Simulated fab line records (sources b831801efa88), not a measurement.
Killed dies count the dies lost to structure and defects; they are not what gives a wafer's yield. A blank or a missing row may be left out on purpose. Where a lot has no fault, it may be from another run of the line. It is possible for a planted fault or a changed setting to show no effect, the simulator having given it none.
Problem report in the 8D (eight disciplines) form, filled by code -- flow sky130 -- the parts of the form that need people (team, actions taken, sign-off) are left out

1. THE ISSUE
Wafers without a fault read 199.8 W, standard deviation 0.7; bias_w at SKY_FIELD_ISO_ETCH_15 reads a mean of 180.0 W on 6 wafers belonging to 2 lots. That is -28 standard deviations from the usual mean.
The step: etches the open film in CHF3/O2, stops on Si, target depth 180 nm, time 72 s.
First seen on wafer L112.2, day 5 20:36, on rie_diel-01. Wafers with a number at this step in the record: 39, from 13 lots. The rule behind "out" and "out of limits": a value lying over 4 standard deviations away from the usual mean. Any other wafer with a number is counted as sound.

2. WHAT IT IS, WHAT IT ISN'T
question,is,is not
which readings at this step,bias_w,"drypump_motor_current_A, oes_product_au"
which lots,"L112, L113","L100, L101, L102, L105, L110, L115, L116, L996, L997, L998, L999"
which wafers of those lots,all that have a number,-
read on which tools,rie_diel-01,rie_diel-04
when,from day 5 20:36,"up to then (27 sound wafers); but 6 sound wafers of L115, L116 came after"

3. SUSPECTS, AND WHAT RULES EACH OUT
Counting: a tool stays on the suspect list if, at a process step up to the reading, it processed all lots that are out and no sound lot following the first of them.
- rie_diel-01 at SKY_FIELD_ISO_ETCH_15 (etches the open film in CHF3/O2, stops on Si, target depth 180 nm, time 72 s): kept. All lots that are out passed through it, beginning with L112 at day 5 20:36, and no sound lot followed; its final sound lot before that point was L102 at day 3 17:17. Its own bias_w readings are out on those wafers.
The count leaves rie_diel-01 at SKY_FIELD_ISO_ETCH_15.

4. THE CAUSE (what the simulator had put in)
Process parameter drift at SKY_FIELD_ISO_ETCH_15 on rie_diel-01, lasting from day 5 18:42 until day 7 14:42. Setting bias_w shifted by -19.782 from 200. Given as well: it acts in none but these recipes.
The count eliminated every tool but this one.

5. THE EFFECT CHAIN, in route order
One row per reading whose mean, taken over the struck wafers that have a number, lies over 3 standard deviations from the usual. Scope: only readings with a usual standard deviation given in the record; hours: median across lots of the time from each lot's start at the first step in this table that gives one to its start at this step; sigmas: change in usual standard deviations.
hours,step,reading,usual,on struck wafers,change,sigmas
0,SKY_FIELD_ISO_ETCH_15,bias_w,199.8 W,180.0,-19.8,-28
It contains these process steps:
- SKY_FIELD_ISO_ETCH_15: etches the open film in CHF3/O2, stops on Si, target depth 180 nm, time 72 s.
Later steps that measure or inspect, where all struck wafers having a row at the step show a number for every such reading and not one has moved that far: SKY_VT_ADJUST_HVTR_CD_MEAS_07.

6. HOW IT WOULD HAVE BEEN CAUGHT EARLIER
In this record the first reading out of limits was taken at day 5 20:36, 2 hours after the fault began at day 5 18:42.
